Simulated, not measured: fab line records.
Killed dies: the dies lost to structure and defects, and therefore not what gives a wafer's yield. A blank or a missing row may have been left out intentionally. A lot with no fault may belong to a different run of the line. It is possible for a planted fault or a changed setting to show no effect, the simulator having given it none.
The tool behind it: which one?	flow sky130	39 wafers from 13 lots sampled at 3 of the route's 708 steps

== WHAT THE GAUGES SHOWED, per wafer ==
SKY_LDD_P_TW_MEAS_11.
lot	measured	on	LDD_P_TW
L301	day 19 06:19	filmMetro-03	629.3 634.3 633.8
L303	day 20 16:15	filmMetro-04	629.9 636.2 630.7
L304	day 20 16:01	filmMetro-04	631.9 631.8 633.4
L308	day 21 18:01	filmMetro-03	29.7 29.6 29.7 29.7 29.6 29.5
L307	day 21 18:19	filmMetro-03	29.4 29.6 29.6 29.6 29.6 29.6
L309	day 22 06:40	filmMetro-03	625.3 628.9 629.8
L312	day 24 16:34	filmMetro-01	628.8 629.5 629.2
L315	day 24 18:06	filmMetro-01	626.5 631.0 628.2
L317	day 25 00:39	filmMetro-03	626.5 628.9 628.2
L318	day 25 05:01	filmMetro-01	630.4 628.3 628.0
L319	day 25 23:19	filmMetro-03	626.6 628.1 625.9
L322	day 26 15:36	filmMetro-03	628.0 627.2 627.5
L321	day 26 17:21	filmMetro-03	623.4 627.5 627.5

== TOOL THAT RAN EACH LOT (tool first, then ch and the chambers of the sampled wafers, then the start) ==
lot	SKY_LDD_N_STRIP_16	SKY_LDD_P_STRIP_10
L301	plasmaAsher-03 ch 0,1, day 18 01:13	plasmaAsher-04 ch 0,1, day 19 06:14
L303	plasmaAsher-03 ch 0,1, day 19 10:53	plasmaAsher-04 ch 0,1, day 20 16:09
L304	plasmaAsher-01 ch 0,1, day 19 10:55	plasmaAsher-02 ch 0,1, day 20 15:56
L308	plasmaAsher-03 ch 0,1, day 20 13:01	plasmaAsher-04 ch 0,1, day 21 17:56
L307	plasmaAsher-01 ch 0,1, day 20 13:17	plasmaAsher-02 ch 0,1, day 21 18:12
L309	plasmaAsher-04 ch 0,1, day 20 23:40	plasmaAsher-03 ch 0,1, day 22 06:34
L312	plasmaAsher-03 ch 0,1, day 23 11:07	plasmaAsher-02 ch 0,1, day 24 16:29
L315	plasmaAsher-03 ch 0,1, day 23 12:17	plasmaAsher-03 ch 0,1, day 24 18:00
L317	plasmaAsher-03 ch 0,1, day 23 18:35	plasmaAsher-04 ch 1, day 25 00:33
L318	plasmaAsher-04 ch 0,1, day 24 00:07	plasmaAsher-04 ch 0,1, day 25 04:56
L319	plasmaAsher-03 ch 0,1, day 24 16:49	plasmaAsher-03 ch 0,1, day 25 23:14
L322	plasmaAsher-04 ch 0,1, day 25 10:08	plasmaAsher-03 ch 1, day 26 15:30
L321	plasmaAsher-03 ch 0,1, day 25 11:59	plasmaAsher-02 ch 0,1, day 26 17:15
- SKY_LDD_N_STRIP_16: strips in O2/N2.
- SKY_LDD_P_STRIP_10: strips in O2/N2.

== AS READ BY THE TOOLS THEMSELVES (means over the sampled wafers that have a number; for cases with no such wafer, the mark the record gives instead) ==
SKY_LDD_N_STRIP_16.
lot	tool	chamberPressureMTorr (mTorr)	drypumpMotorCurrentA (A)	o2FlowSccm (sccm)	oesProductAu (a.u.)	stripTimeToEndpointS (s)
L301	plasmaAsher-03	1500.5	5.1	2998	0.408	4.317
L303	plasmaAsher-03	1500.9	5.1	2981	0.408	4.310
L304	plasmaAsher-01	1500.1	6.0	3007	0.410	4.327
L308	plasmaAsher-03	-	-	-	-	-
L307	plasmaAsher-01	-	-	-	-	-
L309	plasmaAsher-04	1499.0	5.7	2999	0.408	4.319
L312	plasmaAsher-03	1498.7	5.2	3002	0.403	4.321
L315	plasmaAsher-03	1500.1	5.1	2994	0.404	4.312
L317	plasmaAsher-03	1500.2	5.0	3004	0.407	4.299
L318	plasmaAsher-04	1498.8	5.6	2995	0.405	4.306
L319	plasmaAsher-03	1500.9	5.1	2988	0.406	4.319
L322	plasmaAsher-04	1500.2	5.6	3000	0.409	4.335
L321	plasmaAsher-03	1500.2	5.1	2992	0.403	4.326

SKY_LDD_P_STRIP_10.
lot	tool	chamberPressureMTorr (mTorr)	drypumpMotorCurrentA (A)	o2FlowSccm (sccm)	oesProductAu (a.u.)	stripTimeToEndpointS (s)
L301	plasmaAsher-04	1499.4	5.62	3012	0.715	14.19
L303	plasmaAsher-04	1501.3	5.62	3005	0.718	14.25
L304	plasmaAsher-02	1499.2	5.61	2990	0.715	14.19
L308	plasmaAsher-04	1500.8	5.66	3008	0.719	18.75
L307	plasmaAsher-02	1498.9	5.67	2998	0.717	18.78
L309	plasmaAsher-03	1499.4	5.00	3003	0.715	14.14
L312	plasmaAsher-02	1500.5	5.60	2995	0.710	14.25
L315	plasmaAsher-03	1499.4	5.01	3005	0.713	14.18
L317	plasmaAsher-04	1501.4	5.60	3001	0.716	14.18
L318	plasmaAsher-04	1500.9	5.65	2995	0.714	14.17
L319	plasmaAsher-03	1499.6	5.11	2984	0.716	14.22
L322	plasmaAsher-03	1500.3	5.24	2998	0.720	14.12
L321	plasmaAsher-02	1499.5	5.68	3003	0.710	14.14

== THE ANSWER, worked out from the rows above alone ==
Rule: the usual values come from the lots themselves. Put in order of their means at a reading, lots are off if they are a third of the lots or fewer, leave a main group of 4 or more, and stand apart from it by a gap of 3 or more times the standard deviation of the main group's means; of several such gaps the widest counts. A main group whose means are all the same, to the digits that the tables above print for the reading, isn't used. Also off: a lot with no number at a reading for which 4 or more lots have one. All remaining lots with rows at the step are treated as sound. After the gauges, taken in route order, come the tools' own readings; for these a lot's mean is taken, as printed above. At the first step where some lot is off, the reading lying furthest off is the one used; lots without a number count as furthest.
Off: L308, L307, at SKY_LDD_P_TW_MEAS_11 (LDD_P_TW). The main group has a mean of 629.1 with a standard deviation of 2.2.
If a tool, at a process step before that reading, ran all the lots that are off and no sound lot after the first of them, it fits. The gauges at SKY_LDD_P_TW_MEAS_11 aren't tried: what is off there is off at SKY_LDD_N_STRIP_16 too, on other tools, and a gauge's error can't cause that. No candidate that was tried fits.

== WHAT THE SIMULATOR HAD INSERTED ==
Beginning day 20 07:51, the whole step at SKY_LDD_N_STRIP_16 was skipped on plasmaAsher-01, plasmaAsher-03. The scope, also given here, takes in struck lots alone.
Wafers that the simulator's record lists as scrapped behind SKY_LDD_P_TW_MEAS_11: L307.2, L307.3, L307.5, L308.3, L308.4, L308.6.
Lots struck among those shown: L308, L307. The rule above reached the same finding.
